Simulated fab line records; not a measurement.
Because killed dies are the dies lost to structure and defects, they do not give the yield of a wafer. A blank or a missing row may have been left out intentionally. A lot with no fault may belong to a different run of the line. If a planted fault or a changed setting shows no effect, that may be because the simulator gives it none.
A struck lot beside a sound one | flow sky130 | 15 steps out of a route of 708
Sound: these wafers, L459.1, L459.3, L459.4. Wafers L475.2, L475.3, L475.6 were the ones struck. The cause comes at the end.
For every step that has rows: the tool of each side, followed by ch and its chambers, followed by its first start. Under that, the readings that differ: sound wafers | struck wafers | difference of the means | sigmas: that difference in standard deviations of wafers without a fault.
alike: same words and numbers on both sides, and readings whose means sit less than 2 such deviations apart. not compared: any withheld reading, any reading some wafer has no value for, any bound like >300 that may hide the same value, and any number with overlapping values for which the record gives no deviation.
A row with sigmas, a row that says differs or no value, or rows on one side alone: a step with any of these is where the two part. Non-overlapping numbers with no deviation appear without sigmas and do not part them. Lack of a reading on every wafer of one side parts them only where that side has two or more wafers.

SKY_FIELD_ISO_THK_MEAS_02:
  sound on filmMetro-01, day 2 09:40; struck on filmMetro-03, day 5 15:56
  alike: FIELD_ISO_OXIDATION_00_THK
then, 1 step without rows for these wafers: SKY_FIELD_ISO_CVD_03 (deposits Si3N4 from DCS/NH3, target thk 165 nm, time 2830 s).
SKY_FIELD_ISO_THK_MEAS_04:
  sound on filmMetro-01, day 2 13:54; struck on filmMetro-03, day 5 17:46
  alike: FIELD_ISO_CVD_03_THK
then, 4 steps without rows for these wafers: SKY_FIELD_ISO_DEHYDRATE_05 (time 60 s); SKY_FIELD_ISO_HMDS_06 (prime time 60 s); SKY_FIELD_ISO_COAT_07 (resist thk 60 nm); SKY_FIELD_ISO_COAT_08 (resist thk 450 nm).
SKY_FIELD_ISO_SOFTBAKE_09: time 94.25 s.
  sound on lithoTrack-04 ch 0; struck on lithoTrack-01 ch 0
  alike: plateSensorTCentreC, plateSensorTEdgeC
then, 3 steps without rows for these wafers: SKY_FIELD_ISO_EXPOSE_10 (exposes mask FOM, target cd 150 nm); SKY_FIELD_ISO_PEB_11; SKY_FIELD_ISO_DEVELOP_12 (develop time 60 s).
SKY_FIELD_ISO_CD_MEAS_13: the cd target is 150 nm.
  sound on cdSem-02, day 3 05:37; struck on cdSem-01, day 6 12:37
  alike: cdNm
SKY_FIELD_ISO_ETCH_14: etches BARC in N2/H2, stops on SiO2, time 44.48 s, target depth 60 nm.
  sound on rieDiel-04 ch 0,1,3, day 3 05:44; struck on rieDiel-04 ch 2,3, day 6 12:43
reading   | sound              | struck               | difference | sigmas
biasW (W) | 99.89 99.95 100.33 | 108.64 108.82 108.69 | +8.66      | +30
  alike: drypumpMotorCurrentA, oesProductAu, throttleValvePct
  not compared: rfHoursCounterH
SKY_FIELD_ISO_ETCH_15: etches the open film in CHF3/O2, stops on Si, target depth 180 nm, time 72 s.
  sound on rieDiel-04 ch 0,1,3, day 3 05:47; struck on rieDiel-04 ch 2,3, day 6 12:46
  alike: biasW, drypumpMotorCurrentA, oesProductAu, throttleValvePct
  not compared: rfHoursCounterH
-- here the record skips 44 days between the struck wafers' starts before and after, leaving off in module FIELD_ISO and picking up in module PAD_OPEN (first step shown: number 708 of the route) --
SKY_PAD_OPEN_PROBE_99:
  sound on prober-02, day 47 14:44; struck on prober-02, day 50 16:43
  alike: killed_at_M0_to_M3, killed_at_M4_up, killedAtContacts, killedAtFrontEnd, killedAtOther, killedDies, killedOpen, killedShort

## WHERE THEY PART
Only at SKY_FIELD_ISO_ETCH_14, within this record. Later steps at which nothing parts them and some readings are alike: SKY_FIELD_ISO_ETCH_15, SKY_PAD_OPEN_PROBE_99.

WHY: what had been put in by the simulator
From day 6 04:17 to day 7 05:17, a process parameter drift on rieDiel-04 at SKY_FIELD_ISO_ETCH_14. Setting biasW shifted by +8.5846 from 100. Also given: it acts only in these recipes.
